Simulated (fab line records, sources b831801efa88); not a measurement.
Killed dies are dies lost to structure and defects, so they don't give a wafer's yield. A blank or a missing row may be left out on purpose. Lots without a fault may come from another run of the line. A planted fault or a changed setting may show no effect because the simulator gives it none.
One fault seen from 2 desks | flow sky130 | each desk has only its own numbers; what lay behind them comes last

THE METROLOGY DESK
What the gauges read, lot by lot, whatever tool the lot ran on: means of the sampled wafers that have a number. A lot is out of limits, marked OUT, if its mean lies more than 4 standard deviations from the usual mean; the brackets give that distance.
Columns: A = CAP2M_TIN_RS at SKY_CAP2M_RS_MEAS_03, usual 6.92 ohm/sq; B = CAP2M_TIN_THK at SKY_CAP2M_THK_MEAS_04, usual 201.6 nm
lot  | first seen here | A              | B
L918 | day 41 11:46    | 6.95           | 201.2
L921 | day 41 13:05    | 6.87           | 203.1
L924 | day 41 14:07    | 6.97           | 198.7
L926 | day 42 09:14    | 6.92           | 199.5
L928 | day 43 12:05    | 6.96           | 198.7
L927 | day 43 13:05    | 8.30 (+22) OUT | 168.5 (-17) OUT
L931 | day 44 12:07    | 8.29 (+21) OUT | 169.2 (-16) OUT
L940 | day 45 18:51    | 6.88           | 203.9
L937 | day 45 18:59    | 6.93           | 201.0
This desk's finding: out of limits on L927, L931; first on L927, day 43 13:05 (CAP2M_TIN_RS at SKY_CAP2M_RS_MEAS_03). In limits: L918, L921, L924, L926, L928, L940, L937.

THE TOOL OWNER'S DESK: pvd_sputter-04
The tool's own readings at SKY_CAP2M_SPUTTER_02 (material TiN, target thk 200 nm, time 166.7 s): means of the sampled wafers that have a number, for each lot that ran on this tool. A lot is out of limits, marked OUT, if its mean lies more than 4 standard deviations from the usual mean; the brackets give that distance.
Columns: A = susceptor_temp_C at SKY_CAP2M_SPUTTER_02, usual 299.98 C; B = throttle_valve_pct at SKY_CAP2M_SPUTTER_02, usual 30.1 %
lot  | first seen here | A      | B
L918 | day 41 11:39    | 299.75 | 29.8
L926 | day 42 09:07    | 299.99 | 30.9
L927 | day 43 12:59    | -      | 30.9
L931 | day 44 12:00    | -      | 30.4
This desk's finding: nothing out of limits on any of the 4 lots.

PUT TOGETHER
The metrology desk could have raised an alarm at day 43 13:05, on L927, L931.
The tool owner's desk saw nothing out of limits.
The tool owner's desk has L927, L931 on record, within its limits.
Of the lots named, all ran SKY_CAP2M_SPUTTER_02 on pvd_sputter-04.

WHAT THE SIMULATOR HAD PUT IN
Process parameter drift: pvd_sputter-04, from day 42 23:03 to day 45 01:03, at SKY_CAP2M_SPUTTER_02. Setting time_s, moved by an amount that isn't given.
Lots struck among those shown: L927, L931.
Hours from the fault's start to each desk's first reading out of limits: the metrology desk, 14.
